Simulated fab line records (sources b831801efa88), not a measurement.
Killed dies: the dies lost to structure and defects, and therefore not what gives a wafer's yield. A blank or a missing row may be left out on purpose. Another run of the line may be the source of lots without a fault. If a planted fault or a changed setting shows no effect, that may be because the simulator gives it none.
Which tool is to blame? || flow sfq-line || 13 lots, 39 wafers sampled, at 1 step of a route of 325

== WHAT EACH GAUGE READ, for each wafer ==
SFQ_L0_RS_MEAS_901: a four-point-probe measurement.
{"lot": "L518", "measured": "day 1 12:36", "on": "film-metro-04", "L0_MONX_KI_RS (ohm/sq)": "43.8 43.7 43.4"}
{"lot": "L519", "measured": "day 1 17:37", "on": "film-metro-03", "L0_MONX_KI_RS (ohm/sq)": "43.9 43.3 43.4"}
{"lot": "L520", "measured": "day 1 22:34", "on": "film-metro-04", "L0_MONX_KI_RS (ohm/sq)": "42.7 42.7 43.2"}
{"lot": "L521", "measured": "day 2 03:34", "on": "film-metro-04", "L0_MONX_KI_RS (ohm/sq)": "42.8 43.2 42.9"}
{"lot": "L527", "measured": "day 3 09:34", "on": "film-metro-03", "L0_MONX_KI_RS (ohm/sq)": "42.7 42.5 43.0"}
{"lot": "L531", "measured": "day 4 05:35", "on": "film-metro-01", "L0_MONX_KI_RS (ohm/sq)": "42.9 42.9 43.0"}
{"lot": "L532", "measured": "day 4 10:35", "on": "film-metro-03", "L0_MONX_KI_RS (ohm/sq)": "43.6 44.2 43.5"}
{"lot": "L533", "measured": "day 4 15:34", "on": "film-metro-03", "L0_MONX_KI_RS (ohm/sq)": "43.7 43.3 43.6"}
{"lot": "L535", "measured": "day 5 01:34", "on": "film-metro-03", "L0_MONX_KI_RS (ohm/sq)": "42.3 43.0 42.9"}
{"lot": "L537", "measured": "day 5 11:35", "on": "film-metro-04", "L0_MONX_KI_RS (ohm/sq)": "43.2 43.2 43.0"}
{"lot": "L539", "measured": "day 5 21:34", "on": "film-metro-04", "L0_MONX_KI_RS (ohm/sq)": "42.7 43.2 43.1"}
{"lot": "L540", "measured": "day 6 02:34", "on": "film-metro-04", "L0_MONX_KI_RS (ohm/sq)": "42.8 43.7 43.1"}
{"lot": "L541", "measured": "day 6 07:34", "on": "film-metro-01", "L0_MONX_KI_RS (ohm/sq)": "42.7 43.0 42.9"}

== WHICH TOOL RAN EACH LOT (tool, then ch and the chambers of the sampled wafers, then the start) ==
Before these readings, the record contains no process step.

== WHAT THE TOOLS THEMSELVES READ (means of the sampled wafers that have a number; where no wafer has one, the mark that the record gives instead) ==
The record holds no such reading with a usual standard deviation.

== THE ANSWER, worked out from the rows above alone ==
Rule: the usual values come from the lots themselves. The widest of any qualifying gaps counts: lots, ordered by their means at a reading, are off when they make up no more than a third of the lots, leave a main group of 4 or more, and stand apart from it by 3 or more times the standard deviation of that group's means. The tables above print the reading to a certain number of digits; a main group whose means all agree to those digits is not used. A lot without any number at a reading at which 4 lots or more have one is off too. All remaining lots with rows at the step are treated as sound. The gauges are gone through in route order, then the tools' own readings, and for those a lot's mean is taken as printed above. At the first step where some lot is off, the reading lying furthest off is the one used; lots without a number count as furthest.
None of the lots is off at any reading shown; this tells nothing.

== WHAT HAD BEEN PUT IN BY THE SIMULATOR ==
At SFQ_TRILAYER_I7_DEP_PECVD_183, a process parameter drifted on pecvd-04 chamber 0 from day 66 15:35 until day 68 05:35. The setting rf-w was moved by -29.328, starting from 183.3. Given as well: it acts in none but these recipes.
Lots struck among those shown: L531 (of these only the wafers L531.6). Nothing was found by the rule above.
